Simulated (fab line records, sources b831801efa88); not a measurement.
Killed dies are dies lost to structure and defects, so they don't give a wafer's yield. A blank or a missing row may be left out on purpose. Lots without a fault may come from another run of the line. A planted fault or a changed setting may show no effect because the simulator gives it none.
fab line records | flow gf180mcu
record lots=15 wafers=45 last_day=34
route steps=602 shown SALICIDE@280 CONTACT@290
lots that met no fault: from a run of the same line without faults
start_h: hours from the record's first day to the start of the lot's first wafer shown | wait_h: hours since the lot's step before | " the same as in the row above | L1.1+2: a row that stands for several wafers | - no value, or no start given | * or withheld: withheld | < > ~ a bound
route shown NAME@n: a module of which the file shows steps, and the number in the route of the first | usual: mean/standard deviation of fault-free wafers | same: alike in all rows | chamber/n: place in a boat | sites: the reading at each site | _std_site: their standard deviation | _edge_site: outer sites' mean less inner sites' | radius_mm: how far each site lies from the wafer's centre | mask NAME#n: copy n | behind: the tool/chamber that last shaped the wafer | hold: why the lot was held/for how many hours/how that ended | device: the transistor (n, p or np) that didn't switch | end of line: the same wafers' tests at the end of the route | a step without rows: its recipe alone | killed: dies lost to structure and defects at the first sort, not the wafer's yield | map: a wafer's dies, x killed, . not, _ none there
set.NAME: the setting as run; set.NAME@STEP: as run at that earlier step | model.NAME: the simulator's own value behind a step, which no gauge read
steps of the route over a sample of lots; a table a step, a row a wafer
services: from which hour (start_h, from the record's first day; less than 0 if before it) a tool's chamber was out of use, for how many hours, and why
## steps
# step GF_SALICIDE_SPUTTER_02
# recipe material=Co target_thk_nm=10 power_w=1000 time_s=20 chamber_pressure_pa=0.4
# usual throttle_valve_pct=30.3/1.1
# columns lot.wafer tool chamber start_h wait_h throttle_valve_pct
L127.1 pvd_sputter-04 - 340.10 0.0 30.9
L127.4 " - " " 30.0
L127.5 " - " " 28.8
L129.2 pvd_sputter-02 - 357.32 0.0 30.8
L129.3 " - " " 29.2
L129.6 " - " " 30.5
L132.1 pvd_sputter-02 - 385.34 0.0 32.0
L132.2 " - " " 29.2
L132.3 " - " " 30.9
L134.1 pvd_sputter-02 - 405.70 0.0 29.3
L134.4 " - " " 31.1
L134.5 " - " " 30.2
L135.1 pvd_sputter-04 - 415.29 0.0 31.0
L135.4 " - " " 27.5
L135.5 " - " " 30.2
L136.1 pvd_sputter-04 - 426.80 0.0 30.8
L136.5 " - " " 30.3
L136.6 " - " " 30.9
L137.1 pvd_sputter-01 - 436.62 0.0 31.1
L137.3 " - " " 30.2
L137.4 " - " " 29.8
L140.1 pvd_sputter-04 - 458.59 0.0 27.9
L140.3 " - " " 30.1
L140.5 " - " " 28.7
L141.1 pvd_sputter-01 - 468.69 0.0 31.0
L141.2 " - " " 30.1
L141.5 " - " " 30.0
L142.1 pvd_sputter-04 - 474.89 0.0 28.9
L142.2 " - " " 30.8
L142.6 " - " " 30.9
L144.2 pvd_sputter-01 - 487.76 0.0 29.1
L144.5 " - " " 29.1
L144.6 " - " " 29.8
L146.1 pvd_sputter-01 - 504.11 0.0 31.0
L146.3 " - " " 31.4
L146.4 " - " " 29.9
L147.1 pvd_sputter-01 - 515.32 0.0 31.5
L147.4 " - " " 30.1
L147.5 " - " " 31.3
L148.2 pvd_sputter-02 - 520.39 0.0 31.9
L148.5 " - " " 31.8
L148.6 " - " " 30.6
L150.2 pvd_sputter-01 - 533.89 0.0 29.7
L150.3 " - " " 31.4
L150.4 " - " " 30.0
# step GF_SALICIDE_RS_MEAS_04
# recipe thk_meas_gauge=four-point-probe reads=TiN_of_SALICIDE_SPUTTER_03+Co_of_SALICIDE_SPUTTER_02
# usual SALICIDE_TIN_RS=16.2/0.31
# columns lot.wafer tool chamber start_h wait_h SALICIDE_TIN_RS[ohm/sq]
L127.1 film_metro-01 - 340.15 0.0 16.5
L127.4 " - " " 16.8
L127.5 " - " " 16.4
L129.2 film_metro-01 - 357.39 0.0 16.5
L129.3 " - " " 16.5
L129.6 " - " " 16.1
L132.1 film_metro-01 - 385.40 0.0 16.0
L132.2 " - " " 16.5
L132.3 " - " " 15.9
L134.1 film_metro-02 - 405.75 0.0 16.6
L134.4 " - " " 16.0
L134.5 " - " " 16.1
L135.1 film_metro-01 - 415.35 0.0 16.3
L135.4 " - " " 16.7
L135.5 " - " " 16.7
L136.1 film_metro-01 - 426.85 0.0 16.5
L136.5 " - " " 17.0
L136.6 " - " " 16.6
L137.1 film_metro-04 - 436.68 0.0 16.0
L137.3 " - " " 16.2
L137.4 " - " " 16.5
L140.1 film_metro-02 - 458.64 0.0 16.4
L140.3 " - " " 16.5
L140.5 " - " " 16.5
L141.1 film_metro-04 - 468.74 0.0 15.5
L141.2 " - " " 15.7
L141.5 " - " " 15.9
L142.1 film_metro-04 - 474.95 0.0 16.6
L142.2 " - " " 16.8
L142.6 " - " " 16.8
L144.2 film_metro-02 - 487.84 0.0 16.1
L144.5 " - " " 16.1
L144.6 " - " " 16.0
L146.1 film_metro-02 - 504.16 0.0 16.1
L146.3 " - " " 16.2
L146.4 " - " " 16.4
L147.1 film_metro-01 - 515.37 0.0 16.1
L147.4 " - " " 16.5
L147.5 " - " " 16.2
L148.2 film_metro-01 - 520.47 0.0 16.2
L148.5 " - " " 16.1
L148.6 " - " " 16.2
L150.2 film_metro-02 - 533.97 0.0 16.0
L150.3 " - " " 16.0
L150.4 " - " " 16.2
# step GF_CONTACT_THK_MEAS_03
# recipe reads=SiO2_of_CONTACT_CVD_02
# usual CONTACT_CVD_02_THK=864/14
# columns lot.wafer tool chamber start_h wait_h CONTACT_CVD_02_THK[nm]
L127.1 film_metro-04 - 340.81 0.0 881
L127.4 " - " " 881
L127.5 " - " " 895
L129.2 film_metro-01 - 358.03 0.0 855
L129.3 " - " " 856
L129.6 " - " " 863
L132.1 film_metro-01 - 386.14 0.0 864
L132.2 " - " " 847
L132.3 " - " " 862
L134.1 film_metro-03 - 406.61 0.0 847
L134.4 " - " " 873
L134.5 " - " " 865
L135.1 film_metro-04 - 415.99 0.0 860
L135.4 " - " " 888
L135.5 " - " " 886
L136.1 film_metro-03 - 427.51 0.0 860
L136.5 " - " " 871
L136.6 " - " " 878
L137.1 film_metro-03 - 437.32 0.0 849
L137.3 " - " " 850
L137.4 " - " " 863
L140.1 film_metro-01 - 459.29 0.0 848
L140.3 " - " " 838
L140.5 " - " " 851
L141.1 film_metro-04 - 469.39 0.0 871
L141.2 " - " " 865
L141.5 " - " " 891
L142.1 film_metro-04 - 475.64 0.1 873
L142.2 " - " " 872
L142.6 " - " " 877
L144.2 film_metro-03 - 488.48 0.0 853
L144.5 " - " " 877
L144.6 " - " " 870
L146.1 film_metro-04 - 504.81 0.0 869
L146.3 " - " " 863
L146.4 " - " " 877
L147.1 film_metro-03 - 516.02 0.0 841
L147.4 " - " " 879
L147.5 " - " " 880
L148.2 film_metro-03 - 521.10 0.0 869
L148.5 " - " " 883
L148.6 " - " " 877
L150.2 film_metro-01 - 534.60 0.0 850
L150.3 " - " " 858
L150.4 " - " " 880
# step GF_CONTACT_EXPOSE_11
# recipe mask_id=Contact target_cd_nm=220 na=0.68 source_shape=conventional sigma_outer=0.6 dose_mj=38
# usual exposure_dose_mJ_cm2=37.97/0.033 focus_offset_nm=0.1/0.51
# columns lot.wafer tool chamber start_h wait_h mask exposure_dose_mJ_cm2 focus_offset_nm
L127.1 krf_scanner-01 0 353.08 - Contact#0 37.91 0.1
L127.4 " 0 " " Contact#0 37.96 0.8
L127.5 " 0 " " Contact#0 37.94 0.4
L129.2 krf_scanner-02 0 369.99 - Contact#0 37.99 0.3
L129.3 " 0 " " Contact#0 37.99 -0.2
L129.6 " 0 " " Contact#0 38.04 -0.2
L132.1 krf_scanner-01 0 397.78 - Contact#0 37.97 -1.3
L132.2 " 0 " " Contact#0 37.91 0.6
L132.3 " 0 " " Contact#0 38.00 0.0
L134.1 krf_scanner-02 - 419.35 - Contact#0 - -
L134.4 " - " " Contact#0 - -
L134.5 " - " " Contact#0 - -
L135.1 krf_scanner-02 - 428.30 - Contact#0 - -
L135.4 " - " " Contact#0 - -
L135.5 " - " " Contact#0 - -
L136.1 krf_scanner-01 - 440.34 - Contact#0 - -
L136.5 " - " " Contact#0 - -
L136.6 " - " " Contact#0 - -
L137.1 krf_scanner-01 0 450.40 - Contact#0 37.97 0.7
L137.3 " 0 " " Contact#0 37.92 -0.1
L137.4 " 0 " " Contact#0 37.99 -0.4
L140.1 krf_scanner-02 0 471.94 - Contact#0 38.00 0.0
L140.3 " 0 " " Contact#0 37.91 0.9
L140.5 " 0 " " Contact#0 37.95 1.0
L141.1 krf_scanner-01 0 482.37 - Contact#0 37.98 0.3
L141.2 " 0 " " Contact#0 37.94 0.2
L141.5 " 0 " " Contact#0 37.96 -0.6
L142.1 krf_scanner-01 0 488.07 - Contact#0 37.97 -0.5
L142.2 " 0 " " Contact#0 37.97 0.4
L142.6 " 0 " " Contact#0 38.00 0.1
L144.2 krf_scanner-01 0 501.66 - Contact#0 38.00 0.6
L144.5 " 0 " " Contact#0 38.00 0.6
L144.6 " 0 " " Contact#0 37.94 0.0
L146.1 krf_scanner-01 0 517.29 - Contact#0 37.94 0.6
L146.3 " 0 " " Contact#0 37.95 1.2
L146.4 " 0 " " Contact#0 37.96 0.0
L147.1 krf_scanner-02 0 528.17 - Contact#0 37.94 -0.8
L147.4 " 0 " " Contact#0 37.99 -0.4
L147.5 " 0 " " Contact#0 37.95 0.5
L148.2 krf_scanner-01 0 533.16 - Contact#0 37.90 0.2
L148.5 " 0 " " Contact#0 37.95 -0.7
L148.6 " 0 " " Contact#0 37.93 -0.3
L150.2 krf_scanner-02 0 547.11 - Contact#0 38.00 0.7
L150.3 " 0 " " Contact#0 37.95 -0.2
L150.4 " 0 " " Contact#0 37.97 -0.4
## services
# columns tool chamber start_h hours kind
krf_scanner-02 - 339.24 1.0 pm
pvd_sputter-01 - 343.08 6.9 repair
krf_scanner-02 - 349.55 3.0 pm
krf_scanner-02 - 352.55 1.3 pm
krf_scanner-01 - 361.59 0.8 pm
pvd_sputter-02 - 366.00 0.8 repair
krf_scanner-01 - 382.06 0.3 repair
krf_scanner-01 0 385.48 - calibration
krf_scanner-01 - 419.08 0.3 repair
pvd_sputter-02 - 423.31 6.9 repair
krf_scanner-01 - 428.85 1.0 pm
krf_scanner-02 0 429.14 - calibration
krf_scanner-02 - 434.30 0.8 pm
krf_scanner-02 - 455.05 3.6 pm
krf_scanner-01 - 458.61 1.3 pm
krf_scanner-02 - 462.06 0.8 pm
krf_scanner-02 - 464.75 0.9 repair
pvd_sputter-02 - 468.62 5.7 repair
krf_scanner-02 - 475.99 0.1 repair
krf_scanner-02 - 508.24 1.0 pm
krf_scanner-02 - 526.08 1.3 pm
krf_scanner-01 - 530.39 0.8 pm
pvd_sputter-04 - 532.45 2.3 repair
krf_scanner-01 - 535.14 4.0 pm
## key
first_sign step=GF_CONTACT_EXPOSE_11 reading=tool_record direction=missing
effect none on later readings
met_at GF_CONTACT_EXPOSE_11
struck_lots L134,L135,L136
later_rows_left_out L134.1,L134.4,L134.5,L135.1,L135.4,L135.5,L136.1,L136.5,L136.6
sort_left_out L134.1,L134.4,L134.5,L135.1,L135.4,L135.5,L136.1,L136.5,L136.6
tester_left_out L134,L135,L136
not_acting_at GF_SALICIDE_SPUTTER_02,GF_SALICIDE_RS_MEAS_04,GF_CONTACT_THK_MEAS_03
onset_between 397.78 419.35
fault kind=skipped_step_whole tool=krf_scanner-01,krf_scanner-02 chamber=- onset_h=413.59 steps=GF_CONTACT_EXPOSE_11 scope=struck_lots_only
# tester_left_out: of these lots the tester's yield and bins aren't shown, on N5 and GAA mostly nor the transistor test; their killed dies are dies lost to structure and defects alone, not to doping, threshold or leakage, so they don't give the yield
# sort_left_out: the simulated sort isn't trusted on such a fault, so these wafers' sort isn't shown, and their yield isn't known
# later_rows_left_out: the simulator's readings of these wafers behind a module that went badly wrong aren't trusted and aren't shown, but for the sort
